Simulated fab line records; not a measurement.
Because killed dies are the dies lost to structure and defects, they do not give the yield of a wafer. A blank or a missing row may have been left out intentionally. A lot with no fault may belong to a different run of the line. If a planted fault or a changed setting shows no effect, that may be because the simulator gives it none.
Struck lot and sound lot, side by side -- flow gf180mcu -- 42 out of 602 route steps
Sound: wafers L207.3, L207.4, L207.6. Struck: wafers L217.1, L217.2, L217.6. Last of all comes the cause.
Each step with rows lists, per side, the tool, then ch with its chambers, then its first start. Under that, the readings that differ: sound wafers -- struck wafers -- difference of the means -- sigmas: that difference in standard deviations of wafers without a fault.
alike: readings with means less than 2 such deviations apart, plus words and numbers identical on both sides. not compared: withheld readings, readings lacking a value on some wafer, bounds such as >300 that could conceal the same value, and numbers that have no deviation in the record and whose values overlap.
A row with sigmas, a row that says differs or no value, or rows on one side alone: a step with any of these is where the two part. Numbers that don't overlap but have no deviation are shown without sigmas and don't part them. A reading that every wafer of one side lacks parts them only if that side has two wafers or more.

first, 2 steps without rows for these wafers: GF_MVSD_IMPLANT_08; GF_MVSD_IMPLANT_09.
GF_MVSD_STRIP_10: strips in O2/N2.
  sound on plasmaAsher-01 ch 0,1, day 4 17:33; struck on plasmaAsher-02 ch 0,1, day 7 02:28
reading,sound,struck,difference,sigmas
heaterPowerW (W),372 373 389,318 275 307,-78,-2
  alike: drypumpMotorCurrentA, oesProductAu, stripTimeToEndpointS
  not compared: rfHoursCounterH
GF_MVSD_TW_MEAS_11:
  struck on filmMetro-04, day 7 02:34; sound on filmMetro-01, day 4 17:38
  alike: MVSD_TW
then, 7 steps without rows for these wafers: GF_MVPSD_DEHYDRATE_00 (time 60 s); GF_MVPSD_HMDS_01 (prime time 60 s); GF_MVPSD_COAT_02 (resist thk 3000 nm); GF_MVPSD_SOFTBAKE_03; GF_MVPSD_EXPOSE_04 (exposes mask MVPSD, target cd 1000 nm); GF_MVPSD_PEB_05; GF_MVPSD_DEVELOP_06 (develop time 60 s).
GF_MVPSD_OVL_MEAS_07:
  struck on overlay-01, day 7 18:56; sound on overlay-01, day 5 08:05
  alike: MVPSD_OVL
GF_MVPSD_IMPLANT_08:
  sound on implanter-02 ch 0, day 5 08:10; struck on implanter-02 ch 0, day 7 18:58
reading,sound,struck,difference,sigmas
doseIonsCm2,1.5006e+13 1.4992e+13 1.4988e+13,2.0207e+13 2.0249e+13 2.0213e+13,+5.2277e+12,+99 or more
faradayCurrentUA,83.9 86.6 87.2,116.1 110.8 111.7,+27.0,+16
  alike: beamEnergyKeV, beamOnS
after that, 1 step had no rows for these wafers: GF_MVPSD_IMPLANT_09.
GF_MVPSD_STRIP_10: strips in O2/N2.
  sound on plasmaAsher-02 ch 0,1, day 5 08:26; struck on plasmaAsher-01 ch 0,1, day 7 19:16
reading,sound,struck,difference,sigmas
heaterPowerW (W),295 276 276,371 386 368,+93,+2
  alike: drypumpMotorCurrentA, oesProductAu, stripTimeToEndpointS
  not compared: rfHoursCounterH
GF_MVPSD_TW_MEAS_11:
  struck on filmMetro-03, day 7 19:36; sound on filmMetro-04, day 5 08:32
reading,sound,struck,difference,sigmas
MVPSD_TW,548 546 548,602 604 601,+55,+18
  not compared: hold
then, 6 steps without rows for these wafers: GF_VT_IMPLANT_HMDS_01 (prime time 60 s); GF_VT_IMPLANT_COAT_02 (resist thk 1000 nm); GF_VT_IMPLANT_SOFTBAKE_03 (time 60 s); GF_VT_IMPLANT_EXPOSE_04 (exposes mask LVPWELL LV AREA, target cd 600 nm); GF_VT_IMPLANT_PEB_05; GF_VT_IMPLANT_DEVELOP_06 (develop time 60 s).
GF_VT_IMPLANT_OVL_MEAS_07:
  struck on overlay-02, day 8 11:43; sound on overlay-02, day 5 23:24
  alike: VT_IMPLANT_OVL
after that, 1 step had no rows for these wafers: GF_VT_IMPLANT_IMPLANT_08.
GF_VT_IMPLANT_STRIP_09: strips in O2/N2.
  sound on plasmaAsher-01 ch 0,1, day 5 23:36; struck on plasmaAsher-03 ch 0,1, day 8 11:55
  alike: drypumpMotorCurrentA, heaterPowerW, oesProductAu, stripTimeToEndpointS
  not compared: rfHoursCounterH
GF_VT_IMPLANT_TW_MEAS_10:
  struck on filmMetro-03, day 8 12:01; sound on filmMetro-03, day 5 23:41
  alike: VT_IMPLANT_TW
then, 7 steps without rows for these wafers: GF_VT_IMPLANT_DEHYDRATE_11 (time 60 s); GF_VT_IMPLANT_HMDS_12 (prime time 60 s); GF_VT_IMPLANT_COAT_13 (resist thk 1000 nm); GF_VT_IMPLANT_SOFTBAKE_14 (time 60 s); GF_VT_IMPLANT_EXPOSE_15 (exposes mask Nwell LV AREA, target cd 860 nm); GF_VT_IMPLANT_PEB_16; GF_VT_IMPLANT_DEVELOP_17 (develop time 60 s).
GF_VT_IMPLANT_OVL_MEAS_18:
  struck on overlay-01, day 9 04:05; sound on overlay-02, day 6 14:57
  alike: VT_IMPLANT_01_OVL
after that, 1 step had no rows for these wafers: GF_VT_IMPLANT_IMPLANT_19.
GF_VT_IMPLANT_STRIP_20: strips in O2/N2.
  sound on plasmaAsher-03 ch 0,1, day 6 15:09; struck on plasmaAsher-01 ch 0,1, day 9 04:16
  alike: drypumpMotorCurrentA, heaterPowerW, oesProductAu, stripTimeToEndpointS
  not compared: rfHoursCounterH
GF_VT_IMPLANT_TW_MEAS_21:
  struck on filmMetro-03, day 9 04:22; sound on filmMetro-03, day 6 15:14
  alike: VT_IMPLANT_2_TW
then, 4 steps without rows for these wafers: GF_VT_IMPLANT_DEHYDRATE_22 (time 60 s); GF_VT_IMPLANT_HMDS_23 (prime time 60 s); GF_VT_IMPLANT_COAT_24 (resist thk 1000 nm); GF_VT_IMPLANT_SOFTBAKE_25 (time 60 s).
GF_VT_IMPLANT_RS_MEAS_49: measures by four-point-probe.
  struck on filmMetro-04, day 10 17:14; sound on filmMetro-03, day 8 00:19
reading,sound,struck,difference,sigmas
MVPSD_RS (ohm/sq),1174 1175 1176,1010 1008 1008,-166,-54
  not compared: hold

== WHERE THEY PART ==
Earliest at GF_MVSD_STRIP_10; latest, in this record, at GF_VT_IMPLANT_RS_MEAS_49.

WHY: the cause the simulator had injected
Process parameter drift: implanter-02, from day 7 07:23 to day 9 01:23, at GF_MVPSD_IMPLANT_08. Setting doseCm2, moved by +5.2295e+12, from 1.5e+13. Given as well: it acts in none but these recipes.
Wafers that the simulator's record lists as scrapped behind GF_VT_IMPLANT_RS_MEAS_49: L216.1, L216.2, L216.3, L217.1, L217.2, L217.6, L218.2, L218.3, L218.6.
